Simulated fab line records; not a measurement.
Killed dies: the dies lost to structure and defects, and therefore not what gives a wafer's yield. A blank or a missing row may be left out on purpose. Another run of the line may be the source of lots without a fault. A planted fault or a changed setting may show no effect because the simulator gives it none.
Comparing a struck lot with a sound one :: flow sky130 :: 43 out of 708 route steps
Sound: these wafers, L801.4, L801.5, L801.6. Struck: wafer L809.2. (L809.1, L809.6 of the same lot were not struck and are left out.) The cause comes at the end.
At each step with rows: each side's tool, then ch and its chambers, then its first start. Under that, the readings that differ: sound wafers :: struck wafers :: difference of the means :: sigmas: that difference in standard deviations of wafers without a fault.
alike: a reading whose means differ by less than 2 such deviations, as well as words and numbers matching on both sides. not compared: withheld readings; readings where some wafer has no value; bounds like >300 that might hide an equal value; numbers whose values overlap and for which the record gives no deviation.
The two part at a step that has a row with sigmas, a row that says differs or no value, or rows on one side only. When numbers do not overlap yet have no deviation, they are printed without sigmas and do not part them. A reading missing from all wafers of one side parts the sides only when that side holds two or more wafers.

first, 6 steps without rows for these wafers: SKY_METAL4_COAT_07 (resist thk 60 nm); SKY_METAL4_COAT_08 (resist thk 1140 nm); SKY_METAL4_SOFTBAKE_09 (time 90 s); SKY_METAL4_EXPOSE_10 (exposes mask MM4, target cd 300 nm); SKY_METAL4_PEB_11; SKY_METAL4_DEVELOP_12 (develop time 60 s).
SKY_METAL4_CD_MEAS_13 targets a cd of 300 nm.
  sound on cd-sem-02 at day 42 18:20; struck on cd-sem-01 at day 44 20:17
  alike: cd-nm
SKY_METAL4_OVL_MEAS_14:
  sound on overlay-02 at day 42 18:24; struck on overlay-02 at day 44 20:25
  alike: METAL4_OVL
then, 1 step without rows for these wafers: SKY_METAL4_DESCUM_15 (chemistry O2, time 8 s).
SKY_METAL4_ETCH_16: etches BARC in N2/H2, stops on SiO2, time 88.2 s, target depth 60 nm.
  sound on rie-metal-01 ch 0,1, day 42 18:29; struck on rie-metal-02 ch 1, day 44 20:28
reading: rf-hours-counter-h (h)
sound: - - -
struck: 16
difference: no value on the sound wafers
sigmas: 
  alike: drypump-motor-current-A, oes-product-au, rf-fwd-power-W, throttle-valve-pct
then, 1 step without rows for these wafers: SKY_METAL4_ETCH_17 (etches SiO2 in C4F8/O2/Ar, stops on TiN, time 3.9 s, target depth 15 nm).
SKY_METAL4_METAL_ETCH_18: etches the open film in Cl2/BCl3, stops on SiO2, target depth 845 nm, time 183.1 s.
  sound on rie-metal-03 ch 0,1, day 42 18:38; struck on rie-metal-03 ch 0, day 44 20:35
reading: rf-hours-counter-h (h)
sound: - - -
struck: 10
difference: no value on the sound wafers
sigmas: 
  alike: drypump-motor-current-A, oes-product-au, rf-fwd-power-W, throttle-valve-pct
SKY_METAL4_STRIP_19: strips in O2/N2.
  sound on plasma-asher-03 ch 0,1, day 42 18:47; struck on plasma-asher-01 ch 0, day 44 20:46
reading: rf-hours-counter-h (h)
sound: - - -
struck: 95
difference: no value on the sound wafers
sigmas: 
  alike: drypump-motor-current-A, oes-product-au, strip-time-to-endpoint-s
then, 4 steps without rows for these wafers: SKY_METAL4_STRIP_20 (strips in post etch residue remover, time 1200 s); SKY_METAL4_CLEAN_21 (cleans in IPA, time 180 s); SKY_METAL4_CLEAN_22 (cleans in O3/DIW); SKY_VIA4_HDPCVD_00 (deposits SiO2, target thk 1750 nm, time 291.7 s).
SKY_VIA4_THK_MEAS_01:
  sound on film-metro-02 at day 42 19:35; struck on film-metro-03 at day 44 21:33
  alike: VIA4_HDPCVD_THK
then, 1 step without rows for these wafers: SKY_VIA4_CMP_02 (polishes SiO2).
SKY_VIA4_BOW_MEAS_03:
  sound on film-metro-02 at day 42 19:59; struck on film-metro-03 at day 44 21:55
reading: VIA4_BOW (um)
sound: 86 85 86
struck: 64
difference: -22
sigmas: -2
then, 7 steps without rows for these wafers: SKY_VIA4_DEHYDRATE_04 (time 60 s); SKY_VIA4_HMDS_05 (prime time 60 s); SKY_VIA4_COAT_06 (resist thk 1140 nm); SKY_VIA4_SOFTBAKE_07 (time 60 s); SKY_VIA4_EXPOSE_08 (exposes mask VIM4, target cd 800 nm); SKY_VIA4_PEB_09; SKY_VIA4_DEVELOP_10 (develop time 60 s).
SKY_VIA4_OVL_MEAS_11:
  sound on overlay-01 at day 43 18:08; struck on overlay-01 at day 45 19:08
  alike: VIA4_OVL
SKY_VIA4_ETCH_12: etches SiO2 in C4F8/O2/Ar, stops on TiN, target depth 580 nm.
  sound on rie-diel-04 ch 1,2, day 43 18:09; struck on rie-diel-01 ch 2, day 45 19:10
  alike: oes-product-au, rf-fwd-power-W
then, 6 steps without rows for these wafers: SKY_VIA4_STRIP_13 (strips in O2/N2); SKY_VIA4_STRIP_14 (strips in post etch residue remover, time 1200 s); SKY_VIA4_CLEAN_15 (cleans in IPA, time 180 s); SKY_VIA4_CLEAN_16 (cleans in O3/DIW); SKY_VIA4_SPUTTER_17 (material TiN, target thk 20 nm, time 80 s); SKY_VIA4_CVD_18 (deposits W, target thk 505 nm, time 152.14 s).
SKY_VIA4_RS_MEAS_19: measures by four-point-probe.
  sound on film-metro-04 at day 43 19:07; struck on film-metro-03 at day 45 20:03
  alike: VIA4_W_RS
SKY_VIA4_THK_MEAS_20: measures by xrf.
  sound on film-metro-04 at day 43 19:13; struck on film-metro-03 at day 45 20:10
  alike: VIA4_W_THK
then, 2 steps without rows for these wafers: SKY_VIA4_CMP_21 (polishes, stops on SiO2, t overpolish 25 s, target thk 0 nm); SKY_METAL5_SPUTTER_00 (material Ti, target thk 15 nm, time 10 s).
SKY_METAL5_SPUTTER_01: material TiN, target thk 20 nm, time 16.7 s.
  sound on pvd-sputter-02 at day 43 19:34; struck on pvd-sputter-01 at day 45 20:33
  alike: throttle-valve-pct
SKY_METAL5_SPUTTER_02: material AlCu, target thk 1150 nm, time 61.2 s.
  sound on pvd-sputter-02 at day 43 19:35; struck on pvd-sputter-01 at day 45 20:35
  alike: throttle-valve-pct
then, 1 step without rows for these wafers: SKY_METAL5_SPUTTER_03 (material Ti, target thk 5 nm, time 3.3 s).
-- the record jumps here: 3 days lie between the struck wafers' starts before and after (it left off in module METAL5 and takes up again in module PAD_OPEN, whose first step shown is number 708 of the route) --
SKY_PAD_OPEN_PROBE_99:
  sound on prober-02 at day 46 16:00; struck on prober-01 at day 48 13:26
reading: defect-limited-yield (%)
sound: 82.5 82.9 80.9
struck: 73.8
difference: -8.3
sigmas: -4

reading: killed_at_M4_up
sound: 2 5 6
struck: 41
difference: +37
sigmas: +18

reading: killed-at-contacts
sound: 23 18 25
struck: 35
difference: +13
sigmas: +2

reading: killed-dies
sound: 86 84 94
struck: 129
difference: +41
sigmas: +4

reading: sort_bin_3_pad_short (%)
sound: 1.4 0.8 0.4
struck: 4.5
difference: +3.6
sigmas: +8

reading: sort_bin_5_function (%)
sound: 7.5 11.8 12.0
struck: 14.2
difference: +3.8
sigmas: +3

reading: sort-n-pass
sound: 406 408 398
struck: 363
difference: -41
sigmas: -4

reading: sort-yield-pct (%)
sound: 82.5 82.9 80.9
struck: 73.8
difference: -8.3
sigmas: -4

reading: model.etest.tester.sort-n-pass
sound: 406 408 398
struck: 363
difference: -41
sigmas: 

reading: model.etest.tester.sort-yield-pct (%)
sound: 82.52 82.93 80.89
struck: 73.78
difference: -8.33
sigmas: 

reading: model.etest.tester.sort_bin_5_pct (%)
sound: 7.52 11.79 11.99
struck: 14.23
difference: +3.80
sigmas: 

reading: model.etest.tester.sort_bin_3_pct (%)
sound: 1.423 0.813 0.4065
struck: 4.472
difference: +3.591
sigmas: 
  alike: killed_at_M0_to_M3, killed-at-front-end, killed-at-other, killed-open, killed-short, sort_bin_6_memory

## WHERE THEY PART
Last at SKY_PAD_OPEN_PROBE_99 as far as this record goes, first at SKY_METAL4_ETCH_16.

WHY: what the simulator had put in
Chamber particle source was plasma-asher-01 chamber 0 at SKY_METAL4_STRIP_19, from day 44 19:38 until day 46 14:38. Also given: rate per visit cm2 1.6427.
